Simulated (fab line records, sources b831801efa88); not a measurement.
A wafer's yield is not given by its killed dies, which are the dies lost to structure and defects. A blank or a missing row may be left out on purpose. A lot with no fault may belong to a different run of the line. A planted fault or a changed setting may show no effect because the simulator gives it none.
Which tool is to blame? -- flow gf180mcu -- 16 lots, 48 wafers sampled, at 5 steps of a route of 602

WHAT EACH GAUGE READ, for each wafer
Not one reading of a measure or inspect step in the record can be checked against a usual standard deviation.

WHICH TOOL RAN EACH LOT (tool, then ch and the chambers of the sampled wafers, then the start)
lot,GF_V5_STRIP_18,GF_V5_SPUTTER_21,GF_TOP_METAL_SPUTTER_03,GF_PASSIVATION_ETCH_11,GF_PASSIVATION_STRIP_12
L548,"plasmaAsher-01 ch 0,1, day 27 11:19","pvdSputter-01, day 27 11:52","pvdSputter-03, day 27 12:44","rieDiel-02 ch 0,2, day 29 05:31","plasmaAsher-02 ch 0,1, day 29 05:47"
L549,"plasmaAsher-04 ch 0,1, day 27 19:46","pvdSputter-01, day 27 20:20","pvdSputter-01, day 27 21:11","rieDiel-03 ch 0,1, day 29 13:46","plasmaAsher-03 ch 0,1, day 29 14:02"
L550,"plasmaAsher-02 ch 0,1, day 28 06:35","pvdSputter-02, day 28 07:10","pvdSputter-04, day 28 08:01","rieDiel-02 ch 1,2, day 29 23:40","plasmaAsher-03 ch 0,1, day 30 00:04"
L553,"plasmaAsher-02 ch 0,1, day 29 01:15","pvdSputter-02, day 29 01:48","pvdSputter-03, day 29 02:40","rieDiel-02 ch 0,1, day 30 17:19","plasmaAsher-03 ch 0,1, day 30 17:35"
L554,"plasmaAsher-01 ch 0,1, day 29 08:58","pvdSputter-02, day 29 09:32","pvdSputter-01, day 29 10:25","rieDiel-02 ch 0,1,3, day 30 23:55","plasmaAsher-04 ch 0,1, day 31 00:11"
L555,"plasmaAsher-01 ch 0,1, day 29 16:40","pvdSputter-04, day 29 17:14","pvdSputter-03, day 29 18:06","rieDiel-02 ch 0,1,2, day 31 07:38","plasmaAsher-02 ch 0,1, day 31 07:55"
L556,"plasmaAsher-04 ch 0,1, day 30 05:26","pvdSputter-01, day 30 06:17","pvdSputter-03, day 30 07:10","rieDiel-02 ch 0,2,3, day 31 19:04","plasmaAsher-04 ch 0,1, day 31 19:22"
L558,"plasmaAsher-02 ch 0,1, day 30 19:20","pvdSputter-04, day 30 19:53","pvdSputter-04, day 30 20:52","rieDiel-03 ch 2,3, day 32 08:33","plasmaAsher-02 ch 0,1, day 32 08:49"
L559,"plasmaAsher-01 ch 0,1, day 30 20:38","pvdSputter-01, day 30 21:08","pvdSputter-03, day 30 22:14","rieDiel-01 ch 0,1,3, day 32 10:23","plasmaAsher-04 ch 0,1, day 32 10:33"
L560,"plasmaAsher-02 ch 0,1, day 31 04:25","pvdSputter-02, day 31 04:57","pvdSputter-03, day 31 05:49","rieDiel-03 ch 0,2,3, day 32 16:36","plasmaAsher-02 ch 0,1, day 32 16:52"
L561,"plasmaAsher-01 ch 0,1, day 31 08:18","pvdSputter-01, day 31 08:50","pvdSputter-04, day 31 09:42","rieDiel-03 ch 1,2,3, day 32 20:39","plasmaAsher-03 ch 0,1, day 32 20:55"
L563,"plasmaAsher-04 ch 0,1, day 31 21:17","pvdSputter-01, day 31 21:47","pvdSputter-03, day 31 22:39","rieDiel-01 ch 0,2,3, day 33 07:47","plasmaAsher-02 ch 0,1, day 33 08:06"
L565,"plasmaAsher-02 ch 0,1, day 32 09:33","pvdSputter-02, day 32 10:05","pvdSputter-04, day 32 10:57","rieDiel-01 ch 0,2, day 33 20:20","plasmaAsher-02 ch 0,1, day 33 20:37"
L567,"plasmaAsher-04 ch 0,1, day 32 23:57","pvdSputter-01, day 33 00:29","pvdSputter-01, day 33 01:22","rieDiel-03 ch 0,1,2, day 34 09:53","plasmaAsher-02 ch 0,1, day 34 10:10"
L569,"plasmaAsher-04 ch 0,1, day 33 05:51","pvdSputter-04, day 33 06:49","pvdSputter-04, day 33 07:41","rieDiel-03 ch 2,3, day 34 15:02","plasmaAsher-03 ch 0, day 34 15:19"
L570,"plasmaAsher-04 ch 0,1, day 33 17:46","pvdSputter-01, day 33 18:17","pvdSputter-03, day 33 19:10","rieDiel-03 ch 1,2,3, day 35 01:36","plasmaAsher-03 ch 0,1, day 35 01:52"
- GF_V5_STRIP_18: strips in O2/N2.
- GF_V5_SPUTTER_21: material Ti, target thk 15 nm, time 80.02 s.
- GF_TOP_METAL_SPUTTER_03: material Ti, target thk 5 nm, time 3.3 s.
- GF_PASSIVATION_ETCH_11: etches the open film in CF4/O2, stops on TiN, target depth 2040 nm, time 453.3 s.
- GF_PASSIVATION_STRIP_12: strips in O2/N2.

AS READ BY THE TOOLS THEMSELVES (means over the sampled wafers that have a number; for cases with no such wafer, the mark the record gives instead)
GF_V5_STRIP_18. Usual: drypumpMotorCurrentA 6.2 A, standard deviation 0.41; heaterPowerW 340 W, standard deviation 38; oesProductAu 0.567 a.u., standard deviation 0.0049; platenTempC 250.01 C, standard deviation 0.17.
lot,tool,drypumpMotorCurrentA (A),heaterPowerW (W),oesProductAu (a.u.),platenTempC (C),flag
L548,plasmaAsher-01,6.3,342,0.568,250.00,
L549,plasmaAsher-04,6.1,362,0.572,250.16,
L550,plasmaAsher-02,6.3,331,0.571,250.06,
L553,plasmaAsher-02,6.3,328,0.561,250.22,
L554,plasmaAsher-01,6.4,345,0.564,249.94,
L555,plasmaAsher-01,6.5,303,0.570,249.74,
L556,plasmaAsher-04,6.1,343,0.568,249.78,
L558,plasmaAsher-02,6.3,327,0.571,250.01,
L559,plasmaAsher-01,6.5,313,0.568,250.15,
L560,plasmaAsher-02,6.3,334,0.569,250.07,
L561,plasmaAsher-01,6.5,307,0.561,249.84,
L563,plasmaAsher-04,6.1,351,0.569,249.90,
L565,plasmaAsher-02,6.3,332,0.570,249.93,
L567,plasmaAsher-04,6.1,347,0.564,250.01,
L569,plasmaAsher-04,6.1,368,0.566,249.99,
L570,plasmaAsher-04,6.1,359,0.564,250.09,

GF_V5_SPUTTER_21. Usual: throttleValvePct at 29.7 %, with a standard deviation of 0.99.
lot,tool,throttleValvePct (%),flag
L548,pvdSputter-01,29.2,
L549,pvdSputter-01,28.2,
L550,pvdSputter-02,30.2,
L553,pvdSputter-02,30.2,
L554,pvdSputter-02,30.4,
L555,pvdSputter-04,29.9,
L556,pvdSputter-01,28.9,
L558,pvdSputter-04,29.1,
L559,pvdSputter-01,28.6,
L560,pvdSputter-02,29.7,
L561,pvdSputter-01,29.1,
L563,pvdSputter-01,28.1,
L565,pvdSputter-02,30.3,
L567,pvdSputter-01,29.2,
L569,pvdSputter-04,29.5,
L570,pvdSputter-01,28.9,

GF_TOP_METAL_SPUTTER_03. Usual: throttleValvePct at 29.9 %, with a standard deviation of 1.1.
lot,tool,throttleValvePct (%),flag
L548,pvdSputter-03,31.0,
L549,pvdSputter-01,30.0,
L550,pvdSputter-04,29.6,
L553,pvdSputter-03,30.9,
L554,pvdSputter-01,29.2,
L555,pvdSputter-03,29.5,
L556,pvdSputter-03,29.2,
L558,pvdSputter-04,30.5,
L559,pvdSputter-03,29.6,
L560,pvdSputter-03,29.7,
L561,pvdSputter-04,29.8,
L563,pvdSputter-03,30.7,
L565,pvdSputter-04,29.2,
L567,pvdSputter-01,29.2,
L569,pvdSputter-04,30.2,
L570,pvdSputter-03,30.0,

GF_PASSIVATION_ETCH_11. Usual: drypumpMotorCurrentA 5.5 A, standard deviation 0.43; oesProductAu 0.990 a.u., standard deviation 0.005; throttleValvePct 5.968 %, standard deviation 0.0089.
lot,tool,drypumpMotorCurrentA (A),oesProductAu (a.u.),throttleValvePct (%),flag
L548,rieDiel-02,5.4,0.988,5.971,
L549,rieDiel-03,5.3,0.993,5.975,
L550,rieDiel-02,5.6,0.992,5.965,
L553,rieDiel-02,5.4,0.836,5.926,OFF
L554,rieDiel-02,5.4,0.842,5.925,OFF
L555,rieDiel-02,5.4,0.837,5.920,OFF
L556,rieDiel-02,5.4,0.836,5.912,OFF
L558,rieDiel-03,5.1,0.989,5.960,
L559,rieDiel-01,5.8,0.985,5.962,
L560,rieDiel-03,5.3,0.994,5.968,
L561,rieDiel-03,5.3,0.990,5.975,
L563,rieDiel-01,5.6,0.990,5.961,
L565,rieDiel-01,5.3,0.987,5.968,
L567,rieDiel-03,5.1,0.989,5.970,
L569,rieDiel-03,5.6,0.986,5.974,
L570,rieDiel-03,5.4,0.990,5.963,

GF_PASSIVATION_STRIP_12. Usual: drypumpMotorCurrentA 5.6 A, standard deviation 0.73; heaterPowerW 333 W, standard deviation 30; oesProductAu 0.719 a.u., standard deviation 0.0044; platenTempC 249.97 C, standard deviation 0.18; stripTimeToEndpointS 32.93 s, standard deviation 0.17.
lot,tool,drypumpMotorCurrentA (A),heaterPowerW (W),oesProductAu (a.u.),platenTempC (C),stripTimeToEndpointS (s),flag
L548,plasmaAsher-02,6.3,330,0.717,249.84,32.82,
L549,plasmaAsher-03,4.8,334,0.721,249.82,32.82,
L550,plasmaAsher-03,4.8,336,0.724,249.77,33.13,
L553,plasmaAsher-03,5.0,307,0.722,249.86,37.00,OFF
L554,plasmaAsher-04,6.1,361,0.723,249.86,37.03,OFF
L555,plasmaAsher-02,6.3,330,0.719,249.90,36.86,OFF
L556,plasmaAsher-04,6.1,346,0.718,249.84,36.80,OFF
L558,plasmaAsher-02,6.3,328,0.714,249.88,32.81,
L559,plasmaAsher-04,6.1,347,0.719,250.08,33.00,
L560,plasmaAsher-02,6.3,332,0.721,249.89,32.75,
L561,plasmaAsher-03,4.9,306,0.719,250.09,32.92,
L563,plasmaAsher-02,6.3,329,0.717,250.06,32.89,
L565,plasmaAsher-02,5.9,334,0.719,250.00,33.10,
L567,plasmaAsher-02,6.3,327,0.718,250.01,33.12,
L569,plasmaAsher-03,5.2,281,0.716,250.02,33.10,
L570,plasmaAsher-03,5.0,308,0.721,249.74,32.89,

THE ANSWER, worked out from the rows above alone
Rule: a lot counts as off when the mean over its wafers that have a number is more than 3 standard deviations away from the usual mean. Also off: a lot with no number at a reading for which 4 or more lots have one. Where the step has rows for the other lots, those lots are counted as sound. The gauges are gone through in route order, then the tools' own readings, and for those a lot's mean is taken as printed above. The first step at which some lot is off is used, and at that step the reading that is off furthest; a lot without a number counts as furthest.
Off: L553, L554, L555, L556 (GF_PASSIVATION_ETCH_11, oesProductAu).
If a tool, at that step or one of the process steps before it, ran each lot that is off and ran no sound lot following the first of them, it fits. One fits: rieDiel-02 at GF_PASSIVATION_ETCH_11. A fault onset in the window from L550 (day 29 23:40, its last sound lot) to L553 (day 30 17:19, its first lot off) fits.
The tool's own readings at GF_PASSIVATION_ETCH_11 bear it out: on the lots that are off they differ by more than 5 times the standard deviation of the sound lots' means. oesProductAu reads 0.838 a.u. there against 0.989 a.u. on the sound lots; throttleValvePct reads 5.921 % there against 5.968 % on the sound lots.

WHAT THE SIMULATOR HAD INSERTED
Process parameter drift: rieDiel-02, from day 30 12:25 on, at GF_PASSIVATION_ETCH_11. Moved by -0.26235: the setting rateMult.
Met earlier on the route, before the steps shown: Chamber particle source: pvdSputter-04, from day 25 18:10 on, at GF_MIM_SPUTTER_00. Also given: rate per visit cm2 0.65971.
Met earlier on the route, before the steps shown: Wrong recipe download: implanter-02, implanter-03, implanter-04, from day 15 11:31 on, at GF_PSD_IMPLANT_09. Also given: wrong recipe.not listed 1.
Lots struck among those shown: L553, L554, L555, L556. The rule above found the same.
